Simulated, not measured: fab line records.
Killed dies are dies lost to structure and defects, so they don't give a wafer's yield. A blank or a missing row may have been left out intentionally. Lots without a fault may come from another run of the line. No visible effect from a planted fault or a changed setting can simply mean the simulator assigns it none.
2 desks looking at one fault / flow sky130 / numbers are kept per desk, each desk with only its own; the story behind them comes last

AT THE METROLOGY DESK
What the gauges read for every lot (on any tool): the sampled wafers with a number, averaged. The brackets show how far a lot's mean lies from the usual mean; more than 4 standard deviations puts the lot out of limits, marked OUT.
Columns: A = SD_N_OVL at SKY_SD_N_OVL_MEAS_08, usual -0.1 nm; B = CONTACT_CVD_00_THK at SKY_CONTACT_THK_MEAS_01, usual 74.8 nm
lot=L209; first seen here=day 27 23:10; A=0.6; B=74.0
lot=L212; first seen here=day 29 03:16; A=0.4; B=75.2
lot=L215; first seen here=day 29 23:35; A=0.1; B=75.5
lot=L217; first seen here=day 30 14:14; A=-0.5; B=75.1
lot=L224; first seen here=day 33 13:52; A=-0.8; B=104.7 (+36) OUT
lot=L226; first seen here=day 33 21:58; A=1.8; B=74.6
lot=L227; first seen here=day 34 02:56; A=0.6; B=114.9 (+48) OUT
lot=L228; first seen here=day 34 04:47; A=0.2; B=74.5
lot=L230; first seen here=day 34 22:19; A=-1.1; B=74.9
lot=L231; first seen here=day 35 03:59; A=0.5; B=75.2
lot=L232; first seen here=day 35 09:31; A=-1.7; B=74.2
This desk's finding: out of limits on L224, L227; first on L224, day 35 21:41 (CONTACT_CVD_00_THK at SKY_CONTACT_THK_MEAS_01). L209, L212, L215, L217, L226, L228, L230, L231, L232: within limits.

AT THE TOOL OWNER'S DESK: pecvd-03
The tool's own readings at SKY_CONTACT_CVD_00 (deposits Si3N4, target thk 75 nm): means of the sampled wafers that have a number, for each lot that ran on this tool. The brackets show how far a lot's mean lies from the usual mean; more than 4 standard deviations puts the lot out of limits, marked OUT.
Columns: A = heater-power-w at SKY_CONTACT_CVD_00, usual 749 W; B = susceptor-temp-C at SKY_CONTACT_CVD_00, usual 399.99 C
lot=L212; first seen here=day 31 14:29; A=849; B=400.10
lot=L215; first seen here=day 32 10:26; A=853; B=400.11
lot=L217; first seen here=day 33 01:02; A=877; B=399.92
lot=L224; first seen here=day 35 21:38; A=924; B=399.93
lot=L227; first seen here=day 36 11:10; A=879; B=400.00
This desk's verdict: no lot among the 5 shows anything out of limits.

ALL TOGETHER
On L224, L227, the metrology desk was in a position to raise an alarm at day 35 21:41.
The tool owner's desk saw nothing out of limits.
The tool owner's desk has L224, L227 on record, within its limits.
Every lot named ran SKY_CONTACT_CVD_00 on pecvd-03.

WHAT HAD BEEN PUT IN BY THE SIMULATOR
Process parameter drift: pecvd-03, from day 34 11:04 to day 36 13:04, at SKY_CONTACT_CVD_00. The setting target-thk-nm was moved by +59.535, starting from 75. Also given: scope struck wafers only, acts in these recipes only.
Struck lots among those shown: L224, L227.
Per desk, hours elapsed from the start of the fault to the first reading out of limits: for the metrology desk, 35.
